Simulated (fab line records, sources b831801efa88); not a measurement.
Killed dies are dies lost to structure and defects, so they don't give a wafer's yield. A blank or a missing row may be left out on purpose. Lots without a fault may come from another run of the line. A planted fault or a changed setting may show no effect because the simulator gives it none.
fab line records | flow gf180mcu
record lots=7 wafers=21 last_day=34
route steps=602 shown HV_LDD@208
lots that met no fault: from a run of the same line without faults
start_h: hours from the record's first day to the start of the lot's first wafer shown | wait_h: hours since the lot's step before | " the same as in the row above | L1.1+2: a row that stands for several wafers | - no value, or no start given | * or withheld: withheld | < > ~ a bound
route shown NAME@n: a module of which the file shows steps, and the number in the route of the first | usual: mean/standard deviation of fault-free wafers | same: alike in all rows | chamber/n: place in a boat | sites: the reading at each site | _std_site: their standard deviation | _edge_site: outer sites' mean less inner sites' | radius_mm: how far each site lies from the wafer's centre | mask NAME#n: copy n | behind: the tool/chamber that last shaped the wafer | hold: why the lot was held/for how many hours/how that ended | device: the transistor (n, p or np) that didn't switch | end of line: the same wafers' tests at the end of the route | a step without rows: its recipe alone | killed: dies lost to structure and defects at the first sort, not the wafer's yield | map: a wafer's dies, x killed, . not, _ none there
set.NAME: the setting as run; set.NAME@STEP: as run at that earlier step | model.NAME: the simulator's own value behind a step, which no gauge read
lots at some steps of the route; a table a step, a row a wafer
services: from which hour (start_h, from the record's first day; less than 0 if before it) a tool's chamber was out of use, for how many hours, and why
## steps
# step GF_HV_LDD_OVL_MEAS_32
# usual HV_LDD_02_OVL=0.8/1.4
# columns lot.wafer tool chamber start_h wait_h HV_LDD_02_OVL[nm]
L261.2 overlay-02 - 292.07 0.1 1.6
L261.4 " - " " 3.3
L261.5 " - " " 2.6
L266.4 overlay-02 - 335.11 0.1 2.2
L266.5 " - " " -0.1
L266.6 " - " " -1.1
L267.1 overlay-01 - 339.19 0.1 -0.7
L267.3 " - " " 0.7
L267.4 " - " " 0.3
L268.1 overlay-02 - 346.78 0.1 1.7
L268.4 " - " " 0.9
L268.5 " - " " 0.1
L269.4 overlay-01 - 359.01 0.1 -0.5
L269.5 " - " " -1.7
L269.6 " - " " -2.8
L272.1 overlay-02 - 377.46 0.1 -1.5
L272.5 " - " " -2.8
L272.6 " - " " 0.6
L277.3 overlay-02 - 419.85 0.1 0.7
L277.4 " - " " 2.2
L277.5 " - " " 1.0
# step GF_HV_LDD_IMPLANT_33
# recipe species=P energy_kev=60 dose_cm2=7.5e+12 tilt_deg=30 rotation_deg=0
# step GF_HV_LDD_IMPLANT_34
# recipe species=P energy_kev=60 dose_cm2=7.5e+12 tilt_deg=30 rotation_deg=90
# step GF_HV_LDD_IMPLANT_35
# recipe species=P energy_kev=60 dose_cm2=7.5e+12 tilt_deg=30 rotation_deg=180
# step GF_HV_LDD_IMPLANT_36
# recipe species=P energy_kev=60 dose_cm2=7.708e+12 tilt_deg=30 rotation_deg=270
# step GF_HV_LDD_STRIP_37
# recipe chemistry=O2/N2 power_w=1400 pressure_mtorr=1500 platen_temp_c=250 o2_flow_sccm=3000 n2_flow_sccm=300 overash_fraction=0.5
# usual drypump_motor_current_A=5.7/0.57 heater_power_w=339/32 oes_product_au=0.716/0.0049 strip_time_to_endpoint_s=12.64/0.038
# columns lot.wafer tool chamber start_h wait_h drypump_motor_current_A heater_power_w oes_product_au rf_hours_counter_h strip_time_to_endpoint_s
L261.2 plasma_asher-04 1 292.70 0.1 6.6 314 0.714 67 12.67
L261.4 " 0 " " 4.9 357 0.710 - 12.61
L261.5 " 0 " " 4.9 338 0.706 - 12.65
L266.4 plasma_asher-01 1 335.76 0.1 5.2 358 0.717 - 12.61
L266.5 " 0 " " 6.6 359 0.714 - 12.67
L266.6 " 1 " " 5.2 348 0.710 - 12.72
L267.1 plasma_asher-01 1 339.83 0.1 5.2 349 0.702 66 12.64
L267.3 " 0 " " 6.6 363 0.707 - 12.63
L267.4 " 1 " " 5.2 347 0.717 - 12.65
L268.1 plasma_asher-01 0 347.42 0.1 6.6 372 0.717 67 12.61
L268.4 " 0 " " 6.6 371 0.714 - 12.63
L268.5 " 0 " " 6.6 375 0.711 - 12.60
L269.4 plasma_asher-01 1 359.66 0.1 5.2 353 0.713 - 12.67
L269.5 " 0 " " 6.6 368 0.717 - 12.66
L269.6 " 1 " " 5.2 351 0.713 - 12.65
L272.1 plasma_asher-03 0 378.10 0.1 5.6 369 0.719 66 12.66
L272.5 " 0 " " 5.6 371 0.718 - 12.66
L272.6 " 1 " " 5.5 291 0.709 - 12.65
L277.3 plasma_asher-03 1 420.50 0.1 5.6 289 0.720 - 12.63
L277.4 " 0 " " 5.6 366 0.722 - 12.65
L277.5 " 1 " " 5.5 292 0.717 - 12.62
# step GF_HV_LDD_TW_MEAS_38
# usual HV_LDD_3_TW=1440/10
# columns lot.wafer tool chamber start_h wait_h HV_LDD_3_TW
L261.2 film_metro-03 - 292.81 0.1 1460
L261.4 " - " " 1451
L261.5 " - " " 1448
L266.4 film_metro-01 - 335.86 0.1 1425
L266.5 " - " " 1435
L266.6 " - " " 1433
L267.1 film_metro-03 - 339.93 0.1 1451
L267.3 " - " " 1454
L267.4 " - " " 1448
L268.1 film_metro-01 - 347.52 0.1 1423
L268.4 " - " " 1425
L268.5 " - " " 1420
L269.4 film_metro-03 - 359.76 0.1 1454
L269.5 " - " " 1457
L269.6 " - " " 1448
L272.1 film_metro-03 - 378.20 0.1 1447
L272.5 " - " " 1441
L272.6 " - " " 1442
L277.3 film_metro-01 - 420.59 0.1 1439
L277.4 " - " " 1436
L277.5 " - " " 1443
# step GF_HV_LDD_DEHYDRATE_39
# recipe temp_c=200 time_s=60
# step GF_HV_LDD_HMDS_40
# recipe prime_time_s=60 prime_temp_c=120
# step GF_HV_LDD_COAT_41
# recipe resist=NOVOLAK spin_rpm=3000 resist_thk_nm=1000
# step GF_HV_LDD_SOFTBAKE_42
# recipe temp_c=90 time_s=60 resist=NOVOLAK
# step GF_HV_LDD_EXPOSE_43
# recipe mask_id=Pplus_HV_AREA target_cd_nm=400 na=0.6 source_shape=conventional sigma_outer=0.6 dose_mj=140
# step GF_HV_LDD_PEB_44
# recipe temp_c=withheld time_s=* resist=NOVOLAK
# usual chill_plate_temp_C=* exhaust_pa=45.1/0.86
# columns lot.wafer tool chamber start_h wait_h chill_plate_temp_C exhaust_pa
L261.2 litho_track-03 0 312.70 - * 45.5
L261.4 " 0 " " * 45.0
L261.5 " 0 " " * 46.6
L266.4 litho_track-02 0 357.39 - * 45.5
L266.5 " 0 " " * 45.7
L266.6 " 0 " " * 44.9
L267.1 litho_track-02 - 360.81 - - -
L267.3 " - " " - -
L267.4 " - " " - -
L268.1 litho_track-03 - 368.42 - - -
L268.4 " - " " - -
L268.5 " - " " - -
L269.4 litho_track-02 - 380.94 - - -
L269.5 " - " " - -
L269.6 " - " " - -
L272.1 litho_track-02 0 400.51 - * 44.5
L272.5 " 0 " " * 44.9
L272.6 " 0 " " * 45.8
L277.3 litho_track-02 0 444.31 - * 44.4
L277.4 " 0 " " * 44.3
L277.5 " 0 " " * 44.1
# step GF_HV_LDD_DEVELOP_45
# recipe develop_time_s=60 dev_temp_c=23
## services
# columns tool chamber start_h hours kind
plasma_asher-01 - 284.31 3.5 repair
plasma_asher-04 - 307.99 5.2 repair
plasma_asher-03 - 339.72 0.9 repair
plasma_asher-01 - 421.25 9.0 pm
plasma_asher-01 0 421.25 9.0 vent_cycle
plasma_asher-01 1 421.25 9.0 vent_cycle
plasma_asher-04 - 421.35 2.8 pm
plasma_asher-01 0 430.25 - clean
plasma_asher-01 1 430.25 - clean
## key
first_sign step=GF_HV_LDD_PEB_44 reading=tool_record direction=missing
effect none on later readings
met_at GF_HV_LDD_PEB_44
struck_wafers L267.1,L267.3,L267.4,L268.1,L268.4,L268.5,L269.4,L269.5,L269.6
sort_left_out L267.1,L267.3,L267.4,L268.1,L268.4,L268.5,L269.4,L269.5,L269.6
tester_left_out L267,L268,L269
onset_between 357.39 360.81
fault kind=skipped_step_whole tool=litho_track-02,litho_track-03 chamber=- onset_h=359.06 steps=GF_HV_LDD_PEB_44 scope=struck_lots_only
# tester_left_out: of these lots the tester's yield and bins aren't shown, on N5 and GAA mostly nor the transistor test; their killed dies are dies lost to structure and defects alone, not to doping, threshold or leakage, so they don't give the yield
# sort_left_out: the simulated sort isn't trusted on such a fault, so these wafers' sort isn't shown, and their yield isn't known
